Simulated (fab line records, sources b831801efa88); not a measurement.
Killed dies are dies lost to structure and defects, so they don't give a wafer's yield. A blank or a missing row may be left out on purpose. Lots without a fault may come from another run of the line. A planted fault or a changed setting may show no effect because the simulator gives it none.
fab line records | flow sky130
record lots=5 wafers=15 last_day=50
route steps=708 shown VIA2@522 METAL3@532 CAPM@537
lots that met no fault: from a run of the same line without faults
start_h: hours from the record's first day to the start of the lot's first wafer shown | wait_h: hours since the lot's step before | " the same as in the row above | L1.1+2: a row that stands for several wafers | - no value, or no start given | * or withheld: withheld | < > ~ a bound
route shown NAME@n: a module of which the file shows steps, and the number in the route of the first | usual: mean/standard deviation of fault-free wafers | same: alike in all rows | chamber/n: place in a boat | sites: the reading at each site | _std_site: their standard deviation | _edge_site: outer sites' mean less inner sites' | radius_mm: how far each site lies from the wafer's centre | mask NAME#n: copy n | behind: the tool/chamber that last shaped the wafer | hold: why the lot was held/for how many hours/how that ended | device: the transistor (n, p or np) that didn't switch | end of line: the same wafers' tests at the end of the route | a step without rows: its recipe alone | killed: dies lost to structure and defects at the first sort, not the wafer's yield | map: a wafer's dies, x killed, . not, _ none there
set.NAME: the setting as run; set.NAME@STEP: as run at that earlier step | model.NAME: the simulator's own value behind a step, which no gauge read
lots at some steps of the route; a table a step, a row a wafer
services: from which hour (start_h, from the record's first day; less than 0 if before it) a tool's chamber was out of use, for how many hours, and why
## steps
# step SKY_VIA2_ETCH_15
# recipe target=SiO2 chemistry=C4F8/O2/Ar target_depth_nm=546 stop_on=TiN mask_material=KrF-thick source_w=1500 bias_w=1200 pressure_mtorr=40 c4f8_flow_sccm=withheld O2_flow_sccm=6 Ar_flow_sccm=300 time_s=84
# usual oes_product_au=0.940/0.0047
# same time_s=84
# columns lot.wafer tool chamber start_h wait_h oes_product_au rf_hours_counter_h
L086.2 rie_diel-04 2 945.47 0.0 0.935 9
L086.4 " 3 " " 0.943 5
L086.6 " 2 " " 0.940 -
L087.2 rie_diel-01 2 958.82 0.0 0.939 7
L087.3 " 0 " " 0.945 6
L087.6 " 3 " " 0.943 -
L089.3 rie_diel-01 0 971.06 0.0 0.947 7
L089.4 " 2 " " 0.943 7
L089.6 " 1 " " 0.942 -
L093.1 rie_diel-03 1 993.40 0.0 0.944 18
L093.2 " 3 " " 0.940 10
L093.5 " 1 " " 0.938 -
L095.1 rie_diel-03 3 1007.87 0.0 0.939 10
L095.3 " 0 " " 0.941 24
L095.5 " 3 " " 0.942 -
# step SKY_VIA2_STRIP_16
# recipe chemistry=O2/N2 power_w=1400 pressure_mtorr=1500 platen_temp_c=withheld o2_flow_sccm=3000 n2_flow_sccm=300 overash_fraction=0.5
# usual drypump_motor_current_A=5.8/0.45 oes_product_au=0.399/0.0043 strip_time_to_endpoint_s=4.048/0.028
# columns lot.wafer tool chamber start_h wait_h drypump_motor_current_A oes_product_au rf_hours_counter_h strip_time_to_endpoint_s
L086.2 plasma_asher-01 1 945.53 0.0 5.4 0.394 85 4.027
L086.4 " 1 " " 5.4 0.405 - 4.081
L086.6 " 0 " " 6.3 0.397 - 4.026
L087.2 plasma_asher-01 0 958.88 0.0 6.2 0.402 86 4.057
L087.3 " 0 " " 6.3 0.405 - 4.056
L087.6 " 0 " " 6.3 0.399 - 3.993
L089.3 plasma_asher-01 0 971.16 0.1 6.2 0.391 - 4.055
L089.4 " 1 " " 5.4 0.401 - 4.087
L089.6 " 1 " " 5.4 0.401 - 4.053
L093.1 plasma_asher-02 0 993.46 0.0 5.8 0.400 59 4.088
L093.2 " 1 " " 4.9 0.401 59 4.058
L093.5 " 0 " " 5.8 0.392 - 4.103
L095.1 plasma_asher-01 0 1007.93 0.0 6.3 0.401 91 4.049
L095.3 " 1 " " 5.4 0.400 - 4.056
L095.5 " 0 " " 6.2 0.395 - 4.052
# step SKY_VIA2_STRIP_17
# recipe chemistry=post_etch_residue_remover time_s=1200 temp_c=72.5
# same time_s=1200
# columns lot.wafer tool chamber start_h wait_h
L086.2+4+6 wet_bench-03 1 945.63 0.1
L087.2+3+6 wet_bench-04 0 958.98 0.1
L089.3+4+6 wet_bench-03 3 971.23 0.0
L093.1+2+5 wet_bench-02 2 993.56 0.1
L095.1+3+5 wet_bench-02 1 1008.03 0.1
# step SKY_VIA2_CLEAN_18
# recipe chemistry=IPA time_s=180 temp_c=25
# same time_s=180
# columns lot.wafer tool chamber start_h wait_h
L086.2+4+6 wet_bench-02 3 945.97 0.0
L087.2+3+6 wet_bench-02 3 959.32 0.0
L089.3+4+6 wet_bench-02 2 971.60 0.0
L093.1+2+5 wet_bench-03 0 994.31 0.0
L095.1+3+5 wet_bench-03 1 1008.78 0.0
# step SKY_VIA2_CLEAN_19
# recipe chemistry=O3/DIW dry=n2_spin
# columns lot.wafer tool chamber start_h wait_h
L086.2+4+6 wet_bench-04 0 946.03 0.0
L087.2+3+6 wet_bench-04 0 959.45 0.0
L089.3+4+6 wet_bench-04 0 971.71 0.0
L093.1+2+5 wet_bench-04 0 994.37 0.0
L095.1+3+5 wet_bench-04 1 1008.84 0.0
# step SKY_VIA2_SPUTTER_20
# recipe material=TiN target_thk_nm=20 chamber_pressure_pa=5 power_w=4000 time_s=80
# usual throttle_valve_pct=29.8/1.1
# same time_s=80
# columns lot.wafer tool chamber start_h wait_h throttle_valve_pct
L086.2 pvd_sputter-02 - 946.12 0.0 29.6
L086.4 " - " " 31.5
L086.6 " - " " 28.9
L087.2 pvd_sputter-02 - 959.54 0.0 28.8
L087.3 " - " " 29.7
L087.6 " - " " 29.5
L089.3 pvd_sputter-02 - 971.81 0.0 30.0
L089.4 " - " " 29.1
L089.6 " - " " 31.2
L093.1 pvd_sputter-01 - 994.46 0.0 28.3
L093.2 " - " " 28.9
L093.5 " - " " 31.2
L095.1 pvd_sputter-03 - 1008.93 0.0 31.6
L095.3 " - " " 28.9
L095.5 " - " " 28.8
# step SKY_VIA2_CVD_21
# recipe material=W target_thk_nm=420 time_s=126.4 temp_c=400 pressure_torr=40
# usual heater_power_w=843/62
# same time_s=126.4
# columns lot.wafer tool chamber start_h wait_h heater_power_w
L086.2 cvd_w-01 1 946.32 0.2 922
L086.4 " 1 " " 916
L086.6 " 1 " " 907
L087.2 cvd_w-01 0 959.60 0.0 863
L087.3 " 1 " " 917
L087.6 " 1 " " 921
L089.3 cvd_w-02 0 971.91 0.1 765
L089.4 " 1 " " 845
L089.6 " 0 " " 781
L093.1 cvd_w-02 1 994.52 0.0 815
L093.2 " 0 " " 770
L093.5 " 1 " " 838
L095.1 cvd_w-02 0 1008.99 0.0 778
L095.3 " 0 " " 765
L095.5 " 1 " " 817
# step SKY_VIA2_RS_MEAS_22
# recipe thk_meas_gauge=four-point-probe reads=W_of_VIA2_CVD_21+TiN_of_VIA2_SPUTTER_20
# usual VIA2_W_RS=0.2748/0.0028
# columns lot.wafer tool chamber start_h wait_h VIA2_W_RS[ohm/sq]
L086.2 film_metro-03 - 946.56 0.2 0.2781
L086.4 " - " " 0.2743
L086.6 " - " " 0.2740
L087.2 film_metro-03 - 959.75 0.1 0.2751
L087.3 " - " " 0.2780
L087.6 " - " " 0.2772
L089.3 film_metro-03 - 972.04 0.1 0.2679
L089.4 " - " " 0.2709
L089.6 " - " " 0.2733
L093.1 film_metro-03 - 994.65 0.1 0.2760
L093.2 " - " " 0.2723
L093.5 " - " " 0.2753
L095.1 film_metro-02 - 1009.12 0.1 0.2710
L095.3 " - " " 0.2752
L095.5 " - " " 0.2777
# step SKY_VIA2_THK_MEAS_23
# recipe thk_meas_gauge=xrf reads=W_of_VIA2_CVD_21
# usual VIA2_W_THK=423/8.1
# columns lot.wafer tool chamber start_h wait_h VIA2_W_THK[nm]
L086.2 film_metro-03 - 946.67 0.1 416
L086.4 " - " " 418
L086.6 " - " " 419
L087.2 film_metro-03 - 959.86 0.1 416
L087.3 " - " " 414
L087.6 " - " " 416
L089.3 film_metro-03 - 972.14 0.1 431
L089.4 " - " " 428
L089.6 " - " " 426
L093.1 film_metro-03 - 994.77 0.1 416
L093.2 " - " " 424
L093.5 " - " " 421
L095.1 film_metro-02 - 1009.24 0.1 436
L095.3 " - " " 432
L095.5 " - " " 427
# step SKY_VIA2_CMP_24
# recipe stop_on=SiO2 t_overpolish_s=18.95 down_force_psi=3.5 platen_rpm=60 target_thk_nm=0 pad_velocity_m_s=0.94248
# usual motor_current_A=11.2/1.4 overpolish_run_s=18.950/0.0096 time_to_endpoint_s=103/3.7
# columns lot.wafer tool chamber start_h wait_h motor_current_A overpolish_run_s time_to_endpoint_s
L086.4 cmp-01 0 946.77 0.1 13.1 18.964 96
L086.2 " 1 " " 11.1 18.948 98
L086.6 " 0 " " 12.9 18.937 97
L087.3 cmp-02 0 959.91 0.0 9.2 18.950 104
L087.2 " 1 " " 10.2 18.968 102
L087.6 " 0 " " 8.8 18.951 100
L089.4 cmp-02 3 972.18 0.0 11.1 18.948 105
L089.3 " 2 " " 9.8 18.945 111
L089.6 " 0 " " 8.9 18.957 107
L093.2 cmp-01 0 994.83 0.0 12.4 18.959 104
L093.1 " 2 " " 12.2 18.963 110
L093.5 " 0 " " 12.9 18.946 101
L095.1 cmp-02 3 1009.30 0.1 11.4 18.945 102
L095.3 " 0 " " 9.2 18.950 103
L095.5 " 3 " " 11.5 18.939 99
# step SKY_METAL3_SPUTTER_00
# recipe material=Ti target_thk_nm=15 power_w=3000 time_s=10 chamber_pressure_pa=0.4
# usual throttle_valve_pct=29.9/1
# same time_s=10
# columns lot.wafer tool chamber start_h wait_h throttle_valve_pct
L086.2 pvd_sputter-01 - 947.02 0.1 31.6
L086.4 " - " " 29.4
L086.6 " - " " 29.2
L087.2 pvd_sputter-01 - 960.21 0.2 29.6
L087.3 " - " " 31.5
L087.6 " - " " 28.3
L089.3 pvd_sputter-02 - 972.48 0.1 29.1
L089.4 " - " " 31.3
L089.6 " - " " 29.7
L093.1 pvd_sputter-04 - 995.13 0.1 29.4
L093.2 " - " " 29.9
L093.5 " - " " 29.4
L095.1 pvd_sputter-01 - 1009.60 0.2 29.2
L095.3 " - " " 29.3
L095.5 " - " " 29.1
# step SKY_METAL3_SPUTTER_01
# recipe material=TiN target_thk_nm=20 power_w=6500 time_s=16.7 chamber_pressure_pa=0.4
# usual throttle_valve_pct=29.9/1.1
# same time_s=16.7
# columns lot.wafer tool chamber start_h wait_h throttle_valve_pct
L086.2 pvd_sputter-01 - 947.04 0.0 31.7
L086.4 " - " " 29.1
L086.6 " - " " 29.2
L087.2 pvd_sputter-01 - 960.23 0.0 29.4
L087.3 " - " " 31.5
L087.6 " - " " 28.0
L089.3 pvd_sputter-02 - 972.50 0.0 29.1
L089.4 " - " " 31.2
L089.6 " - " " 29.9
L093.1 pvd_sputter-04 - 995.15 0.0 29.2
L093.2 " - " " 29.9
L093.5 " - " " 29.1
L095.1 pvd_sputter-01 - 1009.62 0.0 29.1
L095.3 " - " " 29.3
L095.5 " - " " 29.3
# step SKY_METAL3_SPUTTER_02
# recipe material=AlCu target_thk_nm=735 power_w=10600 time_s=39.1 chamber_pressure_pa=0.4
# usual throttle_valve_pct=29.9/1.1
# same time_s=39.1
# columns lot.wafer tool chamber start_h wait_h throttle_valve_pct
L086.2 pvd_sputter-01 - 947.07 0.0 31.6
L086.4 " - " " 29.0
L086.6 " - " " 29.4
L087.2 pvd_sputter-01 - 960.26 0.0 29.5
L087.3 " - " " 31.5
L087.6 " - " " 28.2
L089.3 pvd_sputter-02 - 972.53 0.0 29.1
L089.4 " - " " 31.6
L089.6 " - " " 29.6
L093.1 pvd_sputter-04 - 995.18 0.0 29.4
L093.2 " - " " 30.0
L093.5 " - " " 29.3
L095.1 pvd_sputter-01 - 1009.65 0.0 28.9
L095.3 " - " " 29.2
L095.5 " - " " 29.3
# step SKY_METAL3_SPUTTER_03
# recipe material=Ti target_thk_nm=5 power_w=3000 time_s=3.3 chamber_pressure_pa=0.4
# usual throttle_valve_pct=29.9/1.1
# same time_s=3.3
# columns lot.wafer tool chamber start_h wait_h throttle_valve_pct
L086.2 pvd_sputter-01 - 947.11 0.0 31.7
L086.4 " - " " 29.4
L086.6 " - " " 29.3
L087.2 pvd_sputter-01 - 960.30 0.0 29.3
L087.3 " - " " 31.4
L087.6 " - " " 28.3
L089.3 pvd_sputter-02 - 972.56 0.0 28.9
L089.4 " - " " 31.3
L089.6 " - " " 29.9
L093.1 pvd_sputter-04 - 995.23 0.0 29.5
L093.2 " - " " 29.8
L093.5 " - " " 29.3
L095.1 pvd_sputter-01 - 1009.68 0.0 29.2
L095.3 " - " " 29.3
L095.5 " - " " 29.4
# step SKY_METAL3_SPUTTER_04
# recipe material=TiN target_thk_nm=70 power_w=6500 time_s=58.3 chamber_pressure_pa=0.4
# usual throttle_valve_pct=29.9/1
# same time_s=58.3
# columns lot.wafer tool chamber start_h wait_h throttle_valve_pct
L086.2 pvd_sputter-01 - 947.13 0.0 31.3
L086.4 " - " " 29.2
L086.6 " - " " 29.2
L087.2 pvd_sputter-01 - 960.32 0.0 29.4
L087.3 " - " " 31.4
L087.6 " - " " 28.1
L089.3 pvd_sputter-02 - 972.58 0.0 29.0
L089.4 " - " " 31.3
L089.6 " - " " 29.7
L093.1 pvd_sputter-04 - 995.25 0.0 29.6
L093.2 " - " " 30.0
L093.5 " - " " 29.3
L095.1 pvd_sputter-01 - 1009.70 0.0 29.3
L095.3 " - " " 29.3
L095.5 " - " " 29.4
# step SKY_CAPM_CVD_00
# recipe material=SiO2 target_thk_nm=15.5 temp_c=400 time_s=withheld rf_w=450
# usual heater_power_w=703/79
# columns lot.wafer tool chamber start_h wait_h heater_power_w
L086.2 pecvd-03 0 947.17 0.0 847
L086.4 " 0 " " 842
L086.6 " 2 " " 722
L087.2 pecvd-04 1 960.37 0.0 709
L087.3 " 2 " " 771
L087.6 " 2 " " 774
L089.3 pecvd-04 1 972.63 0.0 679
L089.4 " 0 " " 625
L089.6 " 1 " " 689
L093.1 pecvd-03 2 995.30 0.0 729
L093.2 " 1 " " 630
L093.5 " 2 " " 714
L095.1 pecvd-02 1 1009.75 0.0 818
L095.3 " 2 " " 772
L095.5 " 1 " " 793
# step SKY_CAPM_THK_MEAS_01
# recipe reads=SiO2_of_CAPM_CVD_00
# usual CAPM_CVD_00_THK=15.39/0.24
# columns lot.wafer tool chamber start_h wait_h CAPM_CVD_00_THK[nm]
L086.2 film_metro-03 - 947.21 - 15.44
L086.4 " - " " 15.54
L086.6 " - " " 15.31
L087.2 film_metro-04 - 960.40 - 15.33
L087.3 " - " " 15.22
L087.6 " - " " 15.47
L089.3 film_metro-01 - 972.67 - 15.61
L089.4 " - " " 15.43
L089.6 " - " " 15.59
L093.1 film_metro-01 - 995.32 - 15.10
L093.2 " - " " 15.06
L093.5 " - " " 15.15
L095.1 film_metro-04 - 1009.77 - 14.92
L095.3 " - " " 15.20
L095.5 " - " " 15.40
# step SKY_CAPM_SPUTTER_02
# recipe material=TiN target_thk_nm=200 temp_c=300 power_w=6500 time_s=166.7 chamber_pressure_pa=0.4
# usual throttle_valve_pct=30.0/1.1
# same time_s=166.7
# columns lot.wafer tool chamber start_h wait_h throttle_valve_pct
L086.2 pvd_sputter-03 - 947.26 0.0 31.9
L086.4 " - " " 29.2
L086.6 " - " " 28.8
L087.2 pvd_sputter-03 - 960.45 0.0 28.8
L087.3 " - " " 31.5
L087.6 " - " " 31.5
L089.3 pvd_sputter-01 - 972.71 0.0 31.6
L089.4 " - " " 29.2
L089.6 " - " " 29.1
L093.1 pvd_sputter-04 - 995.38 0.1 32.0
L093.2 " - " " 30.7
L093.5 " - " " 30.1
L095.1 pvd_sputter-03 - 1009.83 0.1 31.6
L095.3 " - " " 28.9
L095.5 " - " " 29.4
# step SKY_CAPM_RS_MEAS_03
# recipe thk_meas_gauge=four-point-probe reads=TiN_of_CAPM_SPUTTER_02
# usual CAPM_TIN_RS=6.90/0.076
# columns lot.wafer tool chamber start_h wait_h CAPM_TIN_RS[ohm/sq]
L086.2 film_metro-01 - 947.39 0.1 6.84
L086.4 " - " " 6.86
L086.6 " - " " 6.86
L087.2 film_metro-01 - 960.58 0.1 7.01
L087.3 " - " " 6.95
L087.6 " - " " 6.99
L089.3 film_metro-04 - 972.86 0.1 6.90
L089.4 " - " " 6.89
L089.6 " - " " 6.93
L093.1 film_metro-03 - 995.51 0.1 6.98
L093.2 " - " " 6.95
L093.5 " - " " 7.09
L095.1 film_metro-03 - 1009.94 0.1 6.83
L095.3 " - " " 6.85
L095.5 " - " " 6.78
# step SKY_CAPM_THK_MEAS_04
# recipe thk_meas_gauge=xrf reads=TiN_of_CAPM_SPUTTER_02
# usual CAPM_TIN_THK=202.9/2.4
# columns lot.wafer tool chamber start_h wait_h CAPM_TIN_THK[nm]
L086.2 film_metro-01 - 947.50 0.1 202.8
L086.4 " - " " 203.3
L086.6 " - " " 202.7
L087.2 film_metro-01 - 960.69 0.1 199.7
L087.3 " - " " 200.9
L087.6 " - " " 200.2
L089.3 film_metro-04 - 972.96 0.1 203.4
L089.4 " - " " 204.8
L089.6 " - " " 202.3
L093.1 film_metro-03 - 995.63 0.1 199.3
L093.2 " - " " 200.3
L093.5 " - " " 196.9
L095.1 film_metro-03 - 1010.06 0.1 203.0
L095.3 " - " " 202.6
L095.5 " - " " 204.6
# step SKY_CAPM_DEHYDRATE_05
# recipe temp_c=200 time_s=60
# usual heater_power_total_W=160.38/0.13
# same time_s=60
# columns lot.wafer tool chamber start_h wait_h heater_power_total_W
L086.2 litho_track-02 0 959.09 11.6 160.51
L086.4 " 0 " " 160.30
L086.6 " 0 " " 160.48
L087.2 litho_track-01 0 971.79 11.1 160.42
L087.3 " 0 " " 160.71
L087.6 " 0 " " 160.55
L089.3 litho_track-02 0 984.47 11.5 160.29
L089.4 " 0 " " 160.49
L089.6 " 0 " " 160.37
L093.1 litho_track-04 0 1006.55 10.9 160.56
L093.2 " 0 " " 160.31
L093.5 " 0 " " 160.53
L095.1 litho_track-02 0 1020.27 10.2 160.31
L095.3 " 0 " " 160.34
L095.5 " 0 " " 160.27
# step SKY_CAPM_HMDS_06
# recipe prime_time_s=60 prime_temp_c=120
# columns lot.wafer tool chamber start_h wait_h
L086.2+4+6 litho_track-02 0 959.24 0.1
L087.2+3+6 litho_track-01 0 971.94 0.1
L089.3+4+6 litho_track-02 0 984.62 0.1
L093.1+2+5 litho_track-04 0 1006.70 0.1
L095.1+3+5 litho_track-02 0 1020.42 0.1
# step SKY_CAPM_COAT_07
# recipe resist=NOVOLAK spin_rpm=3000 resist_thk_nm=1140
# columns lot.wafer tool chamber start_h wait_h
L086.2+4+6 litho_track-02 0 959.39 0.1
L087.2+3+6 litho_track-01 0 972.09 0.1
L089.3+4+6 litho_track-02 0 984.77 0.1
L093.1+2+5 litho_track-04 0 1006.85 0.1
L095.1+3+5 litho_track-02 0 1020.57 0.1
# step SKY_CAPM_SOFTBAKE_08
# recipe temp_c=90 time_s=60 resist=NOVOLAK
# usual heater_power_total_W=56.59/0.045
# same time_s=60
# columns lot.wafer tool chamber start_h wait_h heater_power_total_W
L086.2 litho_track-02 0 959.54 0.1 56.53
L086.4 " 0 " " 56.60
L086.6 " 0 " " 56.56
L087.2 litho_track-01 0 972.24 0.1 56.55
L087.3 " 0 " " 56.54
L087.6 " 0 " " 56.56
L089.3 litho_track-02 0 984.92 0.1 56.51
L089.4 " 0 " " 56.66
L089.6 " 0 " " 56.58
L093.1 litho_track-04 0 1007.00 0.1 56.59
L093.2 " 0 " " 56.63
L093.5 " 0 " " 56.62
L095.1 litho_track-02 0 1020.72 0.1 56.59
L095.3 " 0 " " 56.62
L095.5 " 0 " " 56.54
# step SKY_CAPM_EXPOSE_09
# recipe mask_id=CAPM na=0.6 source_shape=conventional sigma_outer=0.6 polarization=unpolarized target_cd_nm=1000 dose_mj=159
# columns lot.wafer tool chamber start_h wait_h mask
L086.2+4+6 iline_stepper-01 0 - - CAPM#0
L087.2+3+6 iline_stepper-02 0 - - CAPM#0
L089.3+4+6 iline_stepper-02 0 - - CAPM#0
L093.1+2+5 iline_stepper-01 0 - - CAPM#0
L095.1+3+5 iline_stepper-02 0 - - CAPM#0
# step SKY_CAPM_PEB_10
# recipe temp_c=withheld time_s=* resist=NOVOLAK
# same time_s=*
# columns lot.wafer tool chamber start_h wait_h
L086.2+4+6 litho_track-01 0 - -
L087.2+3+6 litho_track-04 0 - -
L089.3+4+6 litho_track-01 0 - -
L093.1+2+5 litho_track-04 0 - -
L095.1+3+5 litho_track-04 0 - -
# step SKY_CAPM_DEVELOP_11
# recipe resist=NOVOLAK developer=TMAH develop_time_s=60 dev_temp_c=23
# columns lot.wafer tool chamber start_h wait_h
L086.2+4+6 litho_track-01 0 971.34 0.1
L087.2+3+6 litho_track-04 0 984.43 0.1
L089.3+4+6 litho_track-01 0 995.91 0.1
L093.1+2+5 litho_track-04 0 1018.65 0.1
L095.1+3+5 litho_track-04 0 1031.50 0.1
# step SKY_CAPM_OVL_MEAS_12
# usual CAPM_OVL=1.2/1.4
# columns lot.wafer tool chamber start_h wait_h CAPM_OVL[nm]
L086.2 overlay-01 - 971.47 0.1 -1.3
L086.4 " - " " -0.6
L086.6 " - " " -3.0
L087.2 overlay-02 - 984.56 0.1 2.5
L087.3 " - " " 1.0
L087.6 " - " " 1.1
L089.3 overlay-02 - 996.03 0.1 -0.4
L089.4 " - " " 0.1
L089.6 " - " " 0.0
L093.1 overlay-02 - 1018.80 0.1 0.5
L093.2 " - " " -1.0
L093.5 " - " " -1.2
L095.1 overlay-01 - 1031.65 0.1 0.4
L095.3 " - " " 1.0
L095.5 " - " " -0.5
# step SKY_CAPM_METAL_ETCH_13
# recipe target_depth_nm=220 stop_on=SiO2 chemistry=Cl2/BCl3 target=TiN pressure_mtorr=10 icp_w=900 bias_w=48.5 Cl2_flow_sccm=60 bcl3_flow_sccm=30 time_s=62.9
# usual bcl3_flow_sccm=30.00/0.085 drypump_motor_current_A=5.9/0.42 oes_product_au=0.942/0.0073 throttle_valve_pct=21.900/0.01
# same time_s=62.9
# columns lot.wafer tool chamber start_h wait_h bcl3_flow_sccm drypump_motor_current_A oes_product_au rf_hours_counter_h throttle_valve_pct
L086.2 rie_metal-02 1 971.50 0.0 30.02 6.1 0.942 8 21.888
L086.4 " 1 " " 29.86 6.2 0.940 - 21.872
L086.6 " 0 " " 29.97 5.4 0.946 - 21.903
L087.2 rie_metal-02 1 984.59 0.0 29.97 6.1 0.936 8 21.900
L087.3 " 1 " " 30.15 6.1 0.941 - 21.900
L087.6 " 0 " " 30.04 5.4 0.937 - 21.893
L089.3 rie_metal-03 1 996.08 0.0 30.00 6.1 0.944 - 21.900
L089.4 " 0 " " 29.94 5.7 0.941 - 21.893
L089.6 " 0 " " 30.01 5.7 0.940 - 21.895
L093.1 rie_metal-01 0 1018.84 0.0 30.15 6.5 0.937 11 21.903
L093.2 " 1 " " 29.90 5.4 0.934 19 21.914
L093.5 " 0 " " 30.15 6.6 0.923 - 21.895
L095.1 rie_metal-03 1 1031.69 0.0 29.89 6.1 0.949 5 21.896
L095.3 " 0 " " 30.18 5.7 0.952 - 21.890
L095.5 " 1 " " 30.01 6.1 0.956 - 21.902
# step SKY_CAPM_STRIP_14
# recipe chemistry=O2/N2 power_w=1400 pressure_mtorr=1500 platen_temp_c=withheld o2_flow_sccm=3000 n2_flow_sccm=300 overash_fraction=0.5
# usual drypump_motor_current_A=5.6/0.46 oes_product_au=0.710/0.0043 strip_time_to_endpoint_s=12.65/0.044
# columns lot.wafer tool chamber start_h wait_h drypump_motor_current_A oes_product_au rf_hours_counter_h strip_time_to_endpoint_s
L086.2 plasma_asher-03 0 971.58 0.1 5.6 0.714 113 12.60
L086.4 " 1 " " 6.0 0.715 - 12.63
L086.6 " 1 " " 6.0 0.714 - 12.63
L087.2 plasma_asher-01 0 984.66 0.1 6.3 0.707 89 12.61
L087.3 " 0 " " 6.3 0.710 - 12.61
L087.6 " 1 " " 5.4 0.710 - 12.64
L089.3 plasma_asher-02 1 996.16 0.1 4.9 0.711 - 12.64
L089.4 " 0 " " 5.9 0.710 - 12.67
L089.6 " 1 " " 4.9 0.707 - 12.66
L093.1 plasma_asher-02 1 1018.91 0.1 4.9 0.702 61 12.59
L093.2 " 0 " " 5.8 0.716 61 12.63
L093.5 " 1 " " 4.9 0.709 - 12.58
L095.1 plasma_asher-03 0 1031.76 0.1 5.6 0.713 119 12.60
L095.3 " 1 " " 5.9 0.713 - 12.65
L095.5 " 1 " " 6.0 0.706 - 12.60
# step SKY_CAPM_STRIP_15
# recipe chemistry=post_etch_residue_remover time_s=1200 temp_c=72.5
# same time_s=1200
# columns lot.wafer tool chamber start_h wait_h
L086.2+4+6 wet_bench-01 3 971.68 0.1
L087.2+3+6 wet_bench-01 3 984.76 0.1
L089.3+4+6 wet_bench-03 0 996.23 0.0
L093.1+2+5 wet_bench-01 2 1019.01 0.1
L095.1+3+5 wet_bench-02 3 1031.86 0.1
# step SKY_CAPM_CLEAN_16
# recipe chemistry=IPA time_s=180 temp_c=25
# same time_s=180
# columns lot.wafer tool chamber start_h wait_h
L086.2+4+6 wet_bench-02 0 972.05 0.0
L087.2+3+6 wet_bench-03 2 985.14 0.0
L089.3+4+6 wet_bench-03 1 996.57 0.0
L093.1+2+5 wet_bench-02 3 1019.36 0.0
L095.1+3+5 wet_bench-03 2 1032.61 0.0
# step SKY_CAPM_CLEAN_17
# recipe chemistry=O3/DIW dry=n2_spin
# columns lot.wafer tool chamber start_h wait_h
L086.2+4+6 wet_bench-03 0 972.17 0.0
L087.2+3+6 wet_bench-02 3 985.19 0.0
L089.3+4+6 wet_bench-03 1 996.63 0.0
L093.1+2+5 wet_bench-01 3 1019.48 0.0
L095.1+3+5 wet_bench-01 2 1032.67 0.0
# step SKY_METAL3_DEHYDRATE_05
# recipe temp_c=200 time_s=60
# usual heater_power_total_W=160.37/0.14
# same time_s=60
# columns lot.wafer tool chamber start_h wait_h heater_power_total_W
L086.2 litho_track-01 0 983.64 11.4 160.37
L086.4 " 0 " " 160.30
L086.6 " 0 " " 160.49
L087.2 litho_track-01 0 996.04 10.7 160.50
L087.3 " 0 " " 160.41
L087.6 " 0 " " 160.28
L089.3 litho_track-02 0 1008.02 11.3 160.22
L089.4 " 0 " " 160.19
L089.6 " 0 " " 160.23
L093.1 litho_track-02 0 1029.97 10.4 160.25
L093.2 " 0 " " 160.34
L093.5 " 0 " " 160.24
L095.1 litho_track-01 0 1042.86 10.1 160.25
L095.3 " 0 " " 160.34
L095.5 " 0 " " 160.60
# step SKY_METAL3_HMDS_06
# recipe prime_time_s=60 prime_temp_c=120
# columns lot.wafer tool chamber start_h wait_h
L086.2+4+6 litho_track-01 0 983.79 0.1
L087.2+3+6 litho_track-01 0 996.19 0.1
L089.3+4+6 litho_track-02 0 1008.17 0.1
L093.1+2+5 litho_track-02 0 1030.12 0.1
L095.1+3+5 litho_track-01 0 1043.01 0.1
# step SKY_METAL3_COAT_07
# recipe resist=BARC temp_c=withheld time_s=withheld spin_rpm=2963 resist_thk_nm=60
# columns lot.wafer tool chamber start_h wait_h
L086.2+4+6 litho_track-01 0 983.94 0.1
L087.2+3+6 litho_track-01 0 996.34 0.1
L089.3+4+6 litho_track-02 0 1008.32 0.1
L093.1+2+5 litho_track-02 0 1030.27 0.1
L095.1+3+5 litho_track-01 0 1043.16 0.1
# step SKY_METAL3_COAT_08
# recipe resist=KrF-thick spin_rpm=3000 resist_thk_nm=1140
# columns lot.wafer tool chamber start_h wait_h
L086.2+4+6 litho_track-01 0 - -
L087.2+3+6 litho_track-01 0 - -
L089.3+4+6 litho_track-02 0 - -
L093.1+2+5 litho_track-02 0 - -
L095.1+3+5 litho_track-01 0 - -
# step SKY_METAL3_SOFTBAKE_09
# recipe temp_c=100 time_s=90 resist=KrF-thick
# usual heater_power_total_W=57.36/0.11
# same time_s=90
# columns lot.wafer tool chamber start_h wait_h heater_power_total_W
L086.2 litho_track-01 0 - - 57.16
L086.4 " 0 " " 57.31
L086.6 " 0 " " 57.23
L087.2 litho_track-01 0 - - 57.46
L087.3 " 0 " " 57.45
L087.6 " 0 " " 57.45
L089.3 litho_track-02 0 - - 57.45
L089.4 " 0 " " 57.18
L089.6 " 0 " " 57.39
L093.1 litho_track-02 0 - - 57.42
L093.2 " 0 " " 57.13
L093.5 " 0 " " 57.42
L095.1 litho_track-01 0 - - 57.53
L095.3 " 0 " " 57.21
L095.5 " 0 " " 57.44
# step SKY_METAL3_EXPOSE_10
# recipe mask_id=MM3 na=0.68 source_shape=annular sigma_inner=0.4 sigma_outer=0.8 target_cd_nm=300 dose_mj=28
# columns lot.wafer tool chamber start_h wait_h mask
L086.2+4+6 krf_scanner-01 0 - - MM3#0
L087.2+3+6 krf_scanner-02 0 - - MM3#0
L089.3+4+6 krf_scanner-01 0 - - MM3#0
L093.1+2+5 krf_scanner-01 0 - - MM3#0
L095.1+3+5 krf_scanner-01 0 - - MM3#0
# step SKY_METAL3_PEB_11
# recipe peb_temp_c=withheld peb_time_s=withheld resist=KrF-thick
# columns lot.wafer tool chamber start_h wait_h
L086.2+4+6 litho_track-01 0 - -
L087.2+3+6 litho_track-03 0 - -
L089.3+4+6 litho_track-03 0 - -
L093.1+2+5 litho_track-02 0 - -
L095.1+3+5 litho_track-01 0 - -
## services
# columns tool chamber start_h hours kind
cmp-02 - 926.66 1.1 repair
plasma_asher-02 - 930.86 1.9 repair
cvd_w-02 1 933.83 14.6 repair
plasma_asher-01 - 938.12 5.6 repair
cvd_w-01 0 940.04 9.2 repair
cvd_w-02 0 941.55 8.1 repair
pecvd-03 - 948.93 0.5 repair
cmp-02 - 950.96 6.9 pm
wet_bench-04 - 955.62 0.9 repair
cmp-01 - 969.91 3.4 repair
wet_bench-03 - 973.31 1.3 repair
krf_scanner-01 - 989.93 1.0 pm
wet_bench-01 - 997.73 1.6 repair
pvd_sputter-01 - 998.05 2.1 repair
cmp-01 - 1005.59 6.5 repair
plasma_asher-02 - 1010.94 2.8 repair
krf_scanner-01 - 1015.50 10.6 repair
krf_scanner-01 - 1030.90 0.8 pm
cmp-02 - 1033.50 1.4 repair
krf_scanner-01 - 1036.59 0.2 repair
krf_scanner-01 - 1036.80 1.3 pm
plasma_asher-02 - 1036.81 2.8 pm
cmp-02 - 1052.42 1.0 repair
pvd_sputter-04 - 1053.87 1.9 repair
## key
fault none
